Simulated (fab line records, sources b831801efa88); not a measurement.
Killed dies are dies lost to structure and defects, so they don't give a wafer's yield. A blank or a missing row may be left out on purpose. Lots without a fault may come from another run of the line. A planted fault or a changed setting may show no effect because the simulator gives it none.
fab line records | flow gf180mcu
record lots=5 wafers=15 last_day=34
route steps=602 shown VT_IMPLANT@120 MVSD@136 NWELL@137 LVPWELL@138 MVPSD@139 DUAL_GATE@141 POLY_GATE@157
lots that met no fault: from a run of the same line without faults
start_h: hours from the record's first day to the start of the lot's first wafer shown | wait_h: hours since the lot's step before | " the same as in the row above | L1.1+2: a row that stands for several wafers | - no value, or no start given | * or withheld: withheld | < > ~ a bound
route shown NAME@n: a module of which the file shows steps, and the number in the route of the first | usual: mean/standard deviation of fault-free wafers | same: alike in all rows | chamber/n: place in a boat | sites: the reading at each site | _std_site: their standard deviation | _edge_site: outer sites' mean less inner sites' | radius_mm: how far each site lies from the wafer's centre | mask NAME#n: copy n | behind: the tool/chamber that last shaped the wafer | hold: why the lot was held/for how many hours/how that ended | device: the transistor (n, p or np) that didn't switch | end of line: the same wafers' tests at the end of the route | a step without rows: its recipe alone | killed: dies lost to structure and defects at the first sort, not the wafer's yield | map: a wafer's dies, x killed, . not, _ none there
set.NAME: the setting as run; set.NAME@STEP: as run at that earlier step | model.NAME: the simulator's own value behind a step, which no gauge read
lots at some steps of the route; a table a step, a row a wafer
services: from which hour (start_h, from the record's first day; less than 0 if before it) a tool's chamber was out of use, for how many hours, and why
## steps
# step GF_VT_IMPLANT_IMPLANT_30
# recipe species=B energy_kev=25 dose_cm2=2.534e+12 tilt_deg=7
# columns lot.wafer tool chamber start_h wait_h
L075.3+5+6 implanter-02 0 147.84 0.1
L080.2+3+6 implanter-01 0 180.82 0.0
L084.2+3+4 implanter-03 0 206.71 0.0
L090.1+2+6 implanter-01 0 242.50 0.0
L097.1+4+6 implanter-01 0 286.50 0.0
# step GF_VT_IMPLANT_STRIP_31
# recipe chemistry=O2/N2 power_w=1400 pressure_mtorr=1500 platen_temp_c=250 o2_flow_sccm=3000 n2_flow_sccm=300 overash_fraction=0.5
# usual drypump_motor_current_A=5.78/0.11 heater_power_w=345/13 o2_flow_sccm=2999/9.4 oes_product_au=0.716/0.0045 platen_temp_c=249.96/0.19 strip_time_to_endpoint_s=12.65/0.04
# same overash_fraction=0.5
# columns lot.wafer tool chamber start_h wait_h drypump_motor_current_A heater_power_w o2_flow_sccm oes_product_au platen_temp_c rf_hours_counter_h strip_time_to_endpoint_s
L075.3 plasma_asher-01 0 147.97 0.1 5.75 358 2988 0.714 250.42 - 12.64
L075.5 " 0 " " 5.75 360 2993 0.720 249.87 - 12.63
L075.6 " 1 " " 5.73 344 3003 0.719 249.97 - 12.62
L080.2 plasma_asher-03 1 180.95 0.1 5.85 362 2991 0.720 250.28 38 12.64
L080.3 " 1 " " 5.86 357 3002 0.708 250.37 - 12.65
L080.6 " 1 " " 5.84 358 2993 0.717 250.13 - 12.64
L084.2 plasma_asher-01 1 206.83 0.1 5.69 333 2990 0.718 249.79 10 12.67
L084.3 " 1 " " 5.68 345 2985 0.715 249.98 - 12.64
L084.4 " 0 " " 5.75 360 2976 0.714 250.04 - 12.64
L090.1 plasma_asher-01 1 242.65 0.1 5.73 340 3017 0.714 249.84 13 12.69
L090.2 " 0 " " 5.75 348 3000 0.721 249.84 13 12.67
L090.6 " 0 " " 5.74 356 2993 0.719 249.85 - 12.67
L097.1 plasma_asher-01 1 286.65 0.1 5.77 338 2987 0.711 249.70 18 12.63
L097.4 " 1 " " 5.75 345 2999 0.720 249.79 - 12.65
L097.6 " 1 " " 5.78 341 3004 0.711 249.87 - 12.67
# step GF_VT_IMPLANT_TW_MEAS_32
# usual VT_IMPLANT_3_TW=266.9/1.7
# columns lot.wafer tool chamber start_h wait_h VT_IMPLANT_3_TW
L075.3 film_metro-01 - 148.06 0.1 269.0
L075.5 " - " " 268.7
L075.6 " - " " 268.9
L080.2 film_metro-04 - 181.06 0.1 265.7
L080.3 " - " " 266.3
L080.6 " - " " 267.4
L084.2 film_metro-04 - 206.94 0.1 268.1
L084.3 " - " " 266.7
L084.4 " - " " 268.1
L090.1 film_metro-04 - 242.75 0.1 267.7
L090.2 " - " " 267.3
L090.6 " - " " 265.9
L097.1 film_metro-01 - 286.75 0.1 270.0
L097.4 " - " " 270.7
L097.6 " - " " 269.2
# step GF_VT_IMPLANT_DEHYDRATE_33
# recipe temp_c=200 time_s=60
# usual heater_power_total_W=160.37/0.13
# same time_s=60
# columns lot.wafer tool chamber start_h wait_h heater_power_total_W
L075.3 litho_track-02 0 155.20 7.1 160.50
L075.5 " 0 " " 160.15
L075.6 " 0 " " 160.21
L080.2 litho_track-01 0 188.87 7.8 160.30
L080.3 " 0 " " 160.21
L080.6 " 0 " " 160.29
L084.2 litho_track-04 0 214.69 7.7 160.19
L084.3 " 0 " " 160.51
L084.4 " 0 " " 160.12
L090.1 litho_track-02 0 250.60 7.8 160.32
L090.2 " 0 " " 160.58
L090.6 " 0 " " 160.52
L097.1 litho_track-04 0 295.91 9.2 160.42
L097.4 " 0 " " 160.43
L097.6 " 0 " " 160.41
# step GF_VT_IMPLANT_HMDS_34
# recipe prime_time_s=60 prime_temp_c=120
# columns lot.wafer tool chamber start_h wait_h
L075.3+5+6 litho_track-02 0 155.35 0.1
L080.2+3+6 litho_track-01 0 189.02 0.1
L084.2+3+4 litho_track-04 0 214.84 0.1
L090.1+2+6 litho_track-02 0 250.75 0.1
L097.1+4+6 litho_track-04 0 296.06 0.1
# step GF_VT_IMPLANT_COAT_35
# recipe resist=NOVOLAK spin_rpm=3000 resist_thk_nm=1000
# columns lot.wafer tool chamber start_h wait_h
L075.3+5+6 litho_track-02 0 155.50 0.1
L080.2+3+6 litho_track-01 0 189.17 0.1
L084.2+3+4 litho_track-04 0 214.99 0.1
L090.1+2+6 litho_track-02 0 250.90 0.1
L097.1+4+6 litho_track-04 0 296.21 0.1
# step GF_VT_IMPLANT_SOFTBAKE_36
# recipe temp_c=90 time_s=60 resist=NOVOLAK
# usual heater_power_total_W=56.60/0.051
# same time_s=60
# columns lot.wafer tool chamber start_h wait_h heater_power_total_W
L075.3 litho_track-02 0 155.65 0.1 56.59
L075.5 " 0 " " 56.65
L075.6 " 0 " " 56.60
L080.2 litho_track-01 0 189.32 0.1 56.59
L080.3 " 0 " " 56.58
L080.6 " 0 " " 56.54
L084.2 litho_track-04 0 215.14 0.1 56.62
L084.3 " 0 " " 56.47
L084.4 " 0 " " 56.64
L090.1 litho_track-02 0 251.05 0.1 56.50
L090.2 " 0 " " 56.62
L090.6 " 0 " " 56.58
L097.1 litho_track-04 0 296.36 0.1 56.58
L097.4 " 0 " " 56.55
L097.6 " 0 " " 56.58
# step GF_VT_IMPLANT_EXPOSE_37
# recipe mask_id=Nwell_HV_AREA target_cd_nm=860 na=0.6 source_shape=conventional sigma_outer=0.6 dose_mj=140
# columns lot.wafer tool chamber start_h wait_h mask
L075.3+5+6 iline_stepper-02 0 - - Nwell_HV_AREA#0
L080.2+3+6 iline_stepper-01 0 - - Nwell_HV_AREA#0
L084.2+3+4 iline_stepper-02 0 - - Nwell_HV_AREA#0
L090.1+2+6 iline_stepper-01 0 - - Nwell_HV_AREA#0
L097.1+4+6 iline_stepper-01 0 - - Nwell_HV_AREA#0
# step GF_VT_IMPLANT_PEB_38
# recipe temp_c=withheld time_s=* resist=NOVOLAK
# same time_s=*
# columns lot.wafer tool chamber start_h wait_h
L075.3+5+6 litho_track-01 0 - -
L080.2+3+6 litho_track-02 0 - -
L084.2+3+4 litho_track-04 0 - -
L090.1+2+6 litho_track-01 0 - -
L097.1+4+6 litho_track-02 0 - -
# step GF_VT_IMPLANT_DEVELOP_39
# recipe develop_time_s=60 dev_temp_c=23
# usual developer_temp_C=23.00/0.11
# columns lot.wafer tool chamber start_h wait_h developer_temp_C
L075.3 litho_track-01 0 163.25 0.1 23.10
L075.5 " 0 " " 23.04
L075.6 " 0 " " 22.90
L080.2 litho_track-02 0 197.47 0.1 22.93
L080.3 " 0 " " 22.93
L080.6 " 0 " " 22.95
L084.2 litho_track-04 0 223.49 0.1 23.02
L084.3 " 0 " " 22.90
L084.4 " 0 " " 22.84
L090.1 litho_track-01 0 259.65 0.1 22.95
L090.2 " 0 " " 22.97
L090.6 " 0 " " 22.86
L097.1 litho_track-02 0 306.35 0.1 22.92
L097.4 " 0 " " 22.79
L097.6 " 0 " " 23.05
# step GF_VT_IMPLANT_OVL_MEAS_40
# usual VT_IMPLANT_03_OVL=0.0/1.3
# columns lot.wafer tool chamber start_h wait_h VT_IMPLANT_03_OVL[nm]
L075.3 overlay-01 - 163.36 0.1 -1.3
L075.5 " - " " -0.3
L075.6 " - " " -1.2
L080.2 overlay-02 - 197.60 0.1 3.4
L080.3 " - " " 1.5
L080.6 " - " " 2.7
L084.2 overlay-01 - 223.62 0.1 0.6
L084.3 " - " " 0.6
L084.4 " - " " -0.3
L090.1 overlay-02 - 259.80 0.1 0.5
L090.2 " - " " 1.0
L090.6 " - " " 2.9
L097.1 overlay-02 - 306.50 0.1 -0.7
L097.4 " - " " 0.3
L097.6 " - " " 1.7
# step GF_VT_IMPLANT_IMPLANT_41
# recipe species=As energy_kev=70 dose_cm2=1.013e+12 tilt_deg=7
# columns lot.wafer tool chamber start_h wait_h
L075.3+5+6 implanter-02 0 163.44 0.1
L080.2+3+6 implanter-02 0 197.66 0.0
L084.2+3+4 implanter-03 0 223.67 0.0
L090.1+2+6 implanter-01 0 259.83 0.0
L097.1+4+6 implanter-03 0 306.53 0.0
# step GF_VT_IMPLANT_STRIP_42
# recipe chemistry=O2/N2 power_w=1400 pressure_mtorr=1500 platen_temp_c=250 o2_flow_sccm=3000 n2_flow_sccm=300 overash_fraction=0.5
# usual drypump_motor_current_A=5.82/0.14 heater_power_w=345/13 o2_flow_sccm=3001/8.3 oes_product_au=0.716/0.0038 platen_temp_c=250.01/0.18 strip_time_to_endpoint_s=12.65/0.034
# same overash_fraction=0.5
# columns lot.wafer tool chamber start_h wait_h drypump_motor_current_A heater_power_w o2_flow_sccm oes_product_au platen_temp_c rf_hours_counter_h strip_time_to_endpoint_s
L075.3 plasma_asher-03 0 163.57 0.1 6.10 328 3004 0.715 249.86 - 12.63
L075.5 " 1 " " 5.86 345 3007 0.718 250.03 - 12.65
L075.6 " 0 " " 6.08 334 3001 0.722 249.89 - 12.65
L080.2 plasma_asher-03 0 197.78 0.1 6.10 321 2993 0.719 250.15 40 12.60
L080.3 " 1 " " 5.85 349 3004 0.711 250.33 - 12.58
L080.6 " 0 " " 6.11 327 2977 0.712 249.85 - 12.62
L084.2 plasma_asher-04 1 223.80 0.1 5.64 326 2998 0.717 249.95 58 12.61
L084.3 " 0 " " 5.85 359 3003 0.719 249.89 - 12.68
L084.4 " 1 " " 5.63 333 3004 0.715 249.94 - 12.64
L090.1 plasma_asher-01 1 259.98 0.1 5.73 331 3008 0.717 249.97 15 12.73
L090.2 " 0 " " 5.74 354 2992 0.719 250.04 15 12.62
L090.6 " 0 " " 5.75 353 2996 0.715 250.06 - 12.69
L097.1 plasma_asher-03 1 306.68 0.1 5.87 347 3011 0.714 250.05 51 12.68
L097.4 " 0 " " 6.12 326 2998 0.706 250.16 - 12.66
L097.6 " 0 " " 6.10 326 2989 0.717 250.61 - 12.60
# step GF_VT_IMPLANT_TW_MEAS_43
# usual VT_IMPLANT_4_TW=689/4.5
# columns lot.wafer tool chamber start_h wait_h VT_IMPLANT_4_TW
L075.3 film_metro-01 - 163.66 0.1 690
L075.5 " - " " 690
L075.6 " - " " 686
L080.2 film_metro-01 - 197.89 0.1 692
L080.3 " - " " 689
L080.6 " - " " 689
L084.2 film_metro-01 - 223.91 0.1 693
L084.3 " - " " 692
L084.4 " - " " 696
L090.1 film_metro-01 - 260.08 0.1 691
L090.2 " - " " 696
L090.6 " - " " 696
L097.1 film_metro-04 - 306.78 0.1 681
L097.4 " - " " 685
L097.6 " - " " 684
# step GF_VT_IMPLANT_CLEAN_44
# recipe chemistry=SC1/SC2 mix=1:4:20 temp_c=70 time_s=150 dry=n2_spin
# same time_s=150
# columns lot.wafer tool chamber start_h wait_h
L075.3+5+6 wet_bench-02 0 163.70 0.0
L080.2+3+6 wet_bench-02 0 197.94 0.0
L084.2+3+4 wet_bench-02 3 223.96 0.0
L090.1+2+6 wet_bench-04 2 260.14 0.1
L097.1+4+6 wet_bench-01 3 306.84 0.1
# step GF_VT_IMPLANT_RTA_45
# recipe temp_c=1050 time_s=30 ambient=N2
# usual lamp_power_pct=27.7/1.5 wafer_temp_C_max=1056.7/1.5
# same time_s=30
# columns lot.wafer tool chamber start_h wait_h lamp_power_pct wafer_temp_C_max
L075.3 rtp_anneal-02 0 163.78 0.0 26.3 1060.9
L075.5 " 0 " " 26.4 1056.4
L075.6 " 0 " " 26.3 1055.8
L080.2 rtp_anneal-02 0 198.01 0.0 26.3 1056.7
L080.3 " 0 " " 26.3 1056.1
L080.6 " 0 " " 26.3 1056.6
L084.2 rtp_anneal-02 0 224.02 0.0 26.3 1055.8
L084.3 " 0 " " 26.3 1056.3
L084.4 " 0 " " 26.4 1056.3
L090.1 rtp_anneal-02 0 260.20 0.0 26.3 1057.7
L090.2 " 0 " " 26.3 1056.4
L090.6 " 0 " " 26.3 1057.0
L097.1 rtp_anneal-01 0 306.90 0.0 29.4 1056.4
L097.4 " 0 " " 29.4 1054.6
L097.6 " 0 " " 29.4 1055.0
# step GF_VT_IMPLANT_RS_MEAS_46
# recipe thk_meas_gauge=four-point-probe
# usual MVSD_RS=456.6/1.3
# columns lot.wafer tool chamber start_h wait_h MVSD_RS[ohm/sq]
L075.3 film_metro-01 - 163.89 0.1 455.2
L075.5 " - " " 456.8
L075.6 " - " " 455.7
L080.2 film_metro-02 - 198.11 0.1 459.3
L080.3 " - " " 459.0
L080.6 " - " " 458.3
L084.2 film_metro-01 - 224.13 0.1 456.1
L084.3 " - " " 455.0
L084.4 " - " " 456.7
L090.1 film_metro-01 - 260.30 0.1 455.3
L090.2 " - " " 454.9
L090.6 " - " " 451.8
L097.1 film_metro-02 - 307.00 0.1 457.9
L097.4 " - " " 455.9
L097.6 " - " " 457.4
# step GF_VT_IMPLANT_RS_MEAS_47
# recipe thk_meas_gauge=four-point-probe
# usual NWELL_RS=488.2/1.2
# columns lot.wafer tool chamber start_h wait_h NWELL_RS[ohm/sq]
L075.3 film_metro-01 - 164.01 0.1 488.8
L075.5 " - " " 487.2
L075.6 " - " " 487.0
L080.2 film_metro-02 - 198.23 0.1 489.2
L080.3 " - " " 488.6
L080.6 " - " " 488.7
L084.2 film_metro-01 - 224.25 0.1 489.3
L084.3 " - " " 488.9
L084.4 " - " " 489.0
L090.1 film_metro-01 - 260.42 0.1 487.6
L090.2 " - " " 486.1
L090.6 " - " " 487.6
L097.1 film_metro-02 - 307.12 0.1 491.7
L097.4 " - " " 492.1
L097.6 " - " " 488.9
# step GF_VT_IMPLANT_RS_MEAS_48
# recipe thk_meas_gauge=four-point-probe
# usual LVPWELL_RS=1198.6/2.7
# columns lot.wafer tool chamber start_h wait_h LVPWELL_RS[ohm/sq]
L075.3 film_metro-01 - 164.13 0.1 1199.1
L075.5 " - " " 1196.0
L075.6 " - " " 1195.0
L080.2 film_metro-02 - 198.35 0.1 1198.2
L080.3 " - " " 1196.6
L080.6 " - " " 1196.8
L084.2 film_metro-01 - 224.37 0.1 1198.8
L084.3 " - " " 1197.9
L084.4 " - " " 1197.5
L090.1 film_metro-01 - 260.54 0.1 1199.7
L090.2 " - " " 1200.1
L090.6 " - " " 1200.2
L097.1 film_metro-02 - 307.24 0.1 1197.3
L097.4 " - " " 1194.6
L097.6 " - " " 1196.5
# step GF_VT_IMPLANT_RS_MEAS_49
# recipe thk_meas_gauge=four-point-probe
# usual MVPSD_RS=1169/3.1
# columns lot.wafer tool chamber start_h wait_h MVPSD_RS[ohm/sq]
L075.3 film_metro-01 - 164.25 0.1 1174
L075.5 " - " " 1172
L075.6 " - " " 1173
L080.2 film_metro-02 - 198.47 0.1 1167
L080.3 " - " " 1169
L080.6 " - " " 1170
L084.2 film_metro-01 - 224.49 0.1 1169
L084.3 " - " " 1167
L084.4 " - " " 1167
L090.1 film_metro-01 - 260.66 0.1 1167
L090.2 " - " " 1168
L090.6 " - " " 1166
L097.1 film_metro-02 - 307.36 0.1 1173
L097.4 " - " " 1168
L097.6 " - " " 1171
# step GF_VT_IMPLANT_WET_ETCH_50
# recipe chemistry=dHF target_depth_nm=20 target=SiO2 temp_c=25 dilution=100:1 time_s=400
# same time_s=400
# columns lot.wafer tool chamber start_h wait_h
L075.3+5+6 wet_bench-02 1 164.33 0.1
L080.2+3+6 wet_bench-01 3 198.57 0.1
L084.2+3+4 wet_bench-01 0 224.59 0.1
L090.1+2+6 wet_bench-04 3 260.78 0.1
L097.1+4+6 wet_bench-02 2 307.48 0.1
# step GF_DUAL_GATE_CLEAN_00
# recipe chemistry=SC1/SC2 mix=1:4:20 temp_c=70 time_s=150
# same time_s=150
# columns lot.wafer tool chamber start_h wait_h
L075.3+5+6 wet_bench-04 1 164.44 0.0
L080.2+3+6 wet_bench-04 1 198.69 0.0
L084.2+3+4 wet_bench-04 0 224.72 0.0
L090.1+2+6 wet_bench-04 2 260.91 0.0
L097.1+4+6 wet_bench-04 0 307.62 0.0
# step GF_DUAL_GATE_CLEAN_01
# recipe chemistry=dHF time_s=20 dilution=100:1 dry=ipa_marangoni
# same time_s=20
# columns lot.wafer tool chamber start_h wait_h
L075.3+5+6 wet_bench-01 1 164.50 0.0
L080.2+3+6 wet_bench-02 1 198.75 0.0
L084.2+3+4 wet_bench-02 0 224.77 0.0
L090.1+2+6 wet_bench-02 1 260.96 0.0
L097.1+4+6 wet_bench-01 1 307.67 0.0
# step GF_DUAL_GATE_OXIDATION_02
# recipe temp_c=900 ambient=O2 stabilise_s=600 purge_s=300 target_thk_a=108.87 ox_time_s=1602
# usual ox_temp_c_max=904.1/0.85
# columns lot.wafer tool chamber start_h wait_h ox_temp_c_max
L075.3 furnace-02 0 164.51 0.0 904.1
L075.5 " 0 " " 905.3
L075.6 " 0 " " 904.6
L080.2 furnace-02 0 202.40 3.6 904.7
L080.3 " 0 " " 904.9
L080.6 " 0 " " 906.5
L084.2 furnace-01 0 226.92 2.1 903.4
L084.3 " 0 " " 904.2
L084.4 " 0 " " 903.3
L090.1 furnace-01 0 269.61 8.6 903.6
L090.2 " 0 " " 903.6
L090.6 " 0 " " 902.8
L097.1 furnace-01 0 307.68 0.0 903.7
L097.4 " 0 " " 903.0
L097.6 " 0 " " 904.3
# step GF_DUAL_GATE_THK_MEAS_03
# recipe reads=SiO2_of_DUAL_GATE_OXIDATION_02
# usual DUAL_GATE_OXIDATION_00_THK=10.81/0.19
# columns lot.wafer tool chamber start_h wait_h DUAL_GATE_OXIDATION_00_THK[nm]
L075.3 film_metro-02 - 165.98 0.0 10.91
L075.5 " - " " 10.87
L075.6 " - " " 10.71
L080.2 film_metro-04 - 203.86 0.0 11.00
L080.3 " - " " 10.87
L080.6 " - " " 10.89
L084.2 film_metro-02 - 228.37 0.0 10.60
L084.3 " - " " 10.57
L084.4 " - " " 10.72
L090.1 film_metro-04 - 271.06 0.0 10.55
L090.2 " - " " 10.59
L090.6 " - " " 10.70
L097.1 film_metro-04 - 309.13 0.0 10.98
L097.4 " - " " 10.81
L097.6 " - " " 10.77
# step GF_DUAL_GATE_DEHYDRATE_04
# recipe temp_c=200 time_s=60
# usual heater_power_total_W=160.37/0.13
# same time_s=60
# columns lot.wafer tool chamber start_h wait_h heater_power_total_W
L075.3 litho_track-03 0 174.24 8.3 160.27
L075.5 " 0 " " 160.28
L075.6 " 0 " " 160.24
L080.2 litho_track-02 0 211.67 7.8 160.35
L080.3 " 0 " " 160.54
L080.6 " 0 " " 160.32
L084.2 litho_track-04 0 236.49 8.1 160.21
L084.3 " 0 " " 160.40
L084.4 " 0 " " 160.47
L090.1 litho_track-03 0 279.29 8.2 160.63
L090.2 " 0 " " 160.51
L090.6 " 0 " " 160.39
L097.1 litho_track-03 0 318.79 9.6 160.26
L097.4 " 0 " " 160.38
L097.6 " 0 " " 160.35
# step GF_DUAL_GATE_HMDS_05
# recipe prime_time_s=60 prime_temp_c=120
# columns lot.wafer tool chamber start_h wait_h
L075.3+5+6 litho_track-03 0 174.39 0.1
L080.2+3+6 litho_track-02 0 211.82 0.1
L084.2+3+4 litho_track-04 0 236.64 0.1
L090.1+2+6 litho_track-03 0 279.44 0.1
L097.1+4+6 litho_track-03 0 318.94 0.1
# step GF_DUAL_GATE_COAT_06
# recipe resist=NOVOLAK spin_rpm=3000 resist_thk_nm=1000
# columns lot.wafer tool chamber start_h wait_h
L075.3+5+6 litho_track-03 0 174.54 0.1
L080.2+3+6 litho_track-02 0 211.97 0.1
L084.2+3+4 litho_track-04 0 236.79 0.1
L090.1+2+6 litho_track-03 0 279.59 0.1
L097.1+4+6 litho_track-03 0 319.09 0.1
# step GF_DUAL_GATE_SOFTBAKE_07
# recipe temp_c=90 time_s=60 resist=NOVOLAK
# usual heater_power_total_W=56.59/0.048
# same time_s=60
# columns lot.wafer tool chamber start_h wait_h heater_power_total_W
L075.3 litho_track-03 0 174.69 0.1 56.64
L075.5 " 0 " " 56.59
L075.6 " 0 " " 56.59
L080.2 litho_track-02 0 212.12 0.1 56.54
L080.3 " 0 " " 56.56
L080.6 " 0 " " 56.58
L084.2 litho_track-04 0 236.94 0.1 56.59
L084.3 " 0 " " 56.51
L084.4 " 0 " " 56.56
L090.1 litho_track-03 0 279.74 0.1 56.70
L090.2 " 0 " " 56.65
L090.6 " 0 " " 56.54
L097.1 litho_track-03 0 319.24 0.1 56.64
L097.4 " 0 " " 56.58
L097.6 " 0 " " 56.64
# step GF_DUAL_GATE_EXPOSE_08
# recipe mask_id=Dualgate target_cd_nm=700 na=0.6 source_shape=conventional sigma_outer=0.6 dose_mj=140
# columns lot.wafer tool chamber start_h wait_h mask
L075.3+5+6 iline_stepper-01 0 - - Dualgate#0
L080.2+3+6 iline_stepper-02 0 - - Dualgate#0
L084.2+3+4 iline_stepper-02 0 - - Dualgate#0
L090.1+2+6 iline_stepper-02 0 - - Dualgate#0
L097.1+4+6 iline_stepper-02 0 - - Dualgate#0
# step GF_DUAL_GATE_PEB_09
# recipe temp_c=withheld time_s=* resist=NOVOLAK
# same time_s=*
# columns lot.wafer tool chamber start_h wait_h
L075.3+5+6 litho_track-04 0 - -
L080.2+3+6 litho_track-04 0 - -
L084.2+3+4 litho_track-04 0 - -
L090.1+2+6 litho_track-04 0 - -
L097.1+4+6 litho_track-03 0 - -
# step GF_DUAL_GATE_DEVELOP_10
# recipe develop_time_s=60 dev_temp_c=23
# usual developer_temp_C=22.99/0.1
# columns lot.wafer tool chamber start_h wait_h developer_temp_C
L075.3 litho_track-04 0 182.81 0.1 22.90
L075.5 " 0 " " 22.98
L075.6 " 0 " " 23.10
L080.2 litho_track-04 0 220.74 0.1 22.93
L080.3 " 0 " " 22.94
L080.6 " 0 " " 23.09
L084.2 litho_track-04 0 245.14 0.1 23.10
L084.3 " 0 " " 23.10
L084.4 " 0 " " 22.94
L090.1 litho_track-04 0 289.31 0.1 23.03
L090.2 " 0 " " 23.04
L090.6 " 0 " " 22.98
L097.1 litho_track-03 0 328.99 0.1 22.92
L097.4 " 0 " " 23.05
L097.6 " 0 " " 22.97
# step GF_DUAL_GATE_OVL_MEAS_11
# usual DUAL_GATE_OVL=0.9/1.1
# columns lot.wafer tool chamber start_h wait_h DUAL_GATE_OVL[nm]
L075.3 overlay-02 - 182.92 0.1 -0.2
L075.5 " - " " 2.2
L075.6 " - " " 0.8
L080.2 overlay-02 - 220.87 0.1 1.8
L080.3 " - " " 0.2
L080.6 " - " " 2.1
L084.2 overlay-01 - 245.27 0.1 -0.9
L084.3 " - " " 0.4
L084.4 " - " " -0.7
L090.1 overlay-01 - 289.46 0.1 1.2
L090.2 " - " " 2.1
L090.6 " - " " 2.4
L097.1 overlay-02 - 329.14 0.1 3.4
L097.4 " - " " 0.5
L097.6 " - " " 2.7
# step GF_DUAL_GATE_WET_ETCH_12
# recipe chemistry=dHF target_depth_nm=13 dry=n2_spin target=SiO2 temp_c=25 dilution=100:1 time_s=260
# same time_s=260
# columns lot.wafer tool chamber start_h wait_h
L075.3+5+6 wet_bench-01 1 182.95 0.0
L080.2+3+6 wet_bench-01 1 220.90 0.0
L084.2+3+4 wet_bench-04 2 245.30 0.0
L090.1+2+6 wet_bench-02 3 289.50 0.0
L097.1+4+6 wet_bench-04 1 329.17 0.0
# step GF_DUAL_GATE_STRIP_13
# recipe chemistry=O2/N2 power_w=1400 pressure_mtorr=1500 platen_temp_c=250 o2_flow_sccm=3000 n2_flow_sccm=300 overash_fraction=0.5
# usual drypump_motor_current_A=5.90/0.13 heater_power_w=340/36 o2_flow_sccm=2999/8.6 oes_product_au=0.716/0.0048 platen_temp_c=250.00/0.19 strip_time_to_endpoint_s=12.63/0.035
# same overash_fraction=0.5
# columns lot.wafer tool chamber start_h wait_h drypump_motor_current_A heater_power_w o2_flow_sccm oes_product_au platen_temp_c rf_hours_counter_h strip_time_to_endpoint_s
L075.3 plasma_asher-02 1 183.06 0.0 5.88 281 2983 0.707 250.02 - 12.64
L075.5 " 1 " " 5.89 272 2992 0.715 250.15 - 12.70
L075.6 " 0 " " 5.95 388 2998 0.716 249.70 - 12.63
L080.2 plasma_asher-04 0 221.00 0.0 5.84 355 3005 0.714 250.07 58 12.69
L080.3 " 1 " " 5.63 330 3025 0.711 250.27 - 12.68
L080.6 " 0 " " 5.85 354 3017 0.711 250.30 - 12.68
L084.2 plasma_asher-03 0 245.38 0.0 6.13 332 2993 0.715 249.85 45 12.66
L084.3 " 1 " " 5.90 353 3008 0.715 249.98 - 12.63
L084.4 " 0 " " 6.09 326 2994 0.718 249.71 - 12.64
L090.1 plasma_asher-04 1 289.59 0.0 5.63 333 2990 0.720 250.05 65 12.62
L090.2 " 0 " " 5.84 359 3003 0.714 250.09 65 12.65
L090.6 " 0 " " 5.86 357 2998 0.722 250.06 - 12.63
L097.1 plasma_asher-03 0 329.25 0.0 6.11 322 2998 0.716 249.98 53 12.63
L097.4 " 1 " " 5.84 350 3009 0.719 249.99 - 12.66
L097.6 " 0 " " 6.08 324 3001 0.710 249.83 - 12.67
# step GF_DUAL_GATE_CLEAN_14
# recipe chemistry=SC1/SC2 mix=1:4:20 temp_c=70 time_s=150 dry=n2_spin
# same time_s=150
# columns lot.wafer tool chamber start_h wait_h
L075.3+5+6 wet_bench-02 2 183.13 0.0
L080.2+3+6 wet_bench-04 0 221.10 0.1
L084.2+3+4 wet_bench-04 2 245.48 0.1
L090.1+2+6 wet_bench-04 0 289.69 0.1
L097.1+4+6 wet_bench-02 2 329.35 0.1
# step GF_DUAL_GATE_OXIDATION_15
# recipe temp_c=850 ambient=O2 stabilise_s=600 purge_s=300 target_thk_a=70.98 ox_time_s=1995
# usual ox_temp_c_max=853.8/0.79
# columns lot.wafer tool chamber start_h wait_h ox_temp_c_max
L075.3 furnace-02 0 183.18 0.0 853.6
L075.5 " 0 " " 853.6
L075.6 " 0 " " 854.8
L080.2 furnace-01 0 225.36 4.2 854.0
L080.3 " 0 " " 853.2
L080.6 " 0 " " 853.5
L084.2 furnace-01 0 264.18 18.7 854.2
L084.3 " 0 " " 853.3
L084.4 " 0 " " 852.9
L090.1 furnace-01 0 291.07 1.3 853.4
L090.2 " 0 " " 855.3
L090.6 " 0 " " 853.9
L097.1 furnace-01 0 331.12 1.7 853.5
L097.4 " 0 " " 853.6
L097.6 " 0 " " 854.5
# step GF_POLY_GATE_CVD_00
# recipe material=poly-Si target_thk_nm=200 temp_c=620 time_s=1200 pressure_mtorr=200
# same time_s=1200
# columns lot.wafer tool chamber start_h wait_h
L075.3+5+6 lpcvd-02 0 184.73 0.0
L080.2+3+6 lpcvd-01 1 226.92 0.0
L084.2+3+4 lpcvd-02 0 265.74 0.0
L090.1+2+6 lpcvd-02 1 292.63 0.0
L097.1+4+6 lpcvd-01 1 332.67 0.0
# step GF_POLY_GATE_THK_MEAS_01
# recipe reads=poly-Si_of_POLY_GATE_CVD_00
# usual POLY_GATE_CVD_00_THK=199.7/1.7
# columns lot.wafer tool chamber start_h wait_h POLY_GATE_CVD_00_THK[nm]
L075.3 film_metro-04 - 186.09 0.0 198.9
L075.5 " - " " 199.2
L075.6 " - " " 200.1
L080.2 film_metro-04 - 228.26 0.0 198.6
L080.3 " - " " 197.9
L080.6 " - " " 198.1
L084.2 film_metro-04 - 267.08 0.0 200.8
L084.3 " - " " 202.0
L084.4 " - " " 201.6
L090.1 film_metro-04 - 293.96 0.0 198.6
L090.2 " - " " 200.0
L090.6 " - " " 198.1
L097.1 film_metro-04 - 334.01 0.0 198.1
L097.4 " - " " 199.0
L097.6 " - " " 198.1
## services
# columns tool chamber start_h hours kind
litho_track-04 - 124.60 - consumable_replace:filter
furnace-01 - 137.12 2.6 pm
lpcvd-01 - 143.56 2.8 pm
iline_stepper-02 - 157.19 1.7 pm
implanter-03 - 167.14 3.7 pm
iline_stepper-02 0 168.39 - calibration
implanter-01 - 172.35 3.1 repair
implanter-01 - 175.45 3.1 repair
furnace-01 - 182.64 4.7 pm
furnace-01 - 187.31 26.8 pm
wet_bench-01 - 189.79 2.4 repair
furnace-02 - 215.06 3.9 pm
furnace-02 - 218.93 4.2 pm
furnace-02 - 226.87 49.9 pm
lpcvd-02 - 248.18 1.2 repair
implanter-01 - 248.84 2.0 repair
wet_bench-01 - 248.96 1.6 repair
furnace-01 - 253.32 3.8 pm
plasma_asher-02 - 265.43 1.2 repair
implanter-02 - 276.49 5.4 pm
iline_stepper-01 - 315.46 1.7 pm
implanter-03 - 317.23 2.5 repair
iline_stepper-02 - 326.01 2.1 pm
iline_stepper-02 - 328.09 - consumable_replace:lamp
## key
fault none
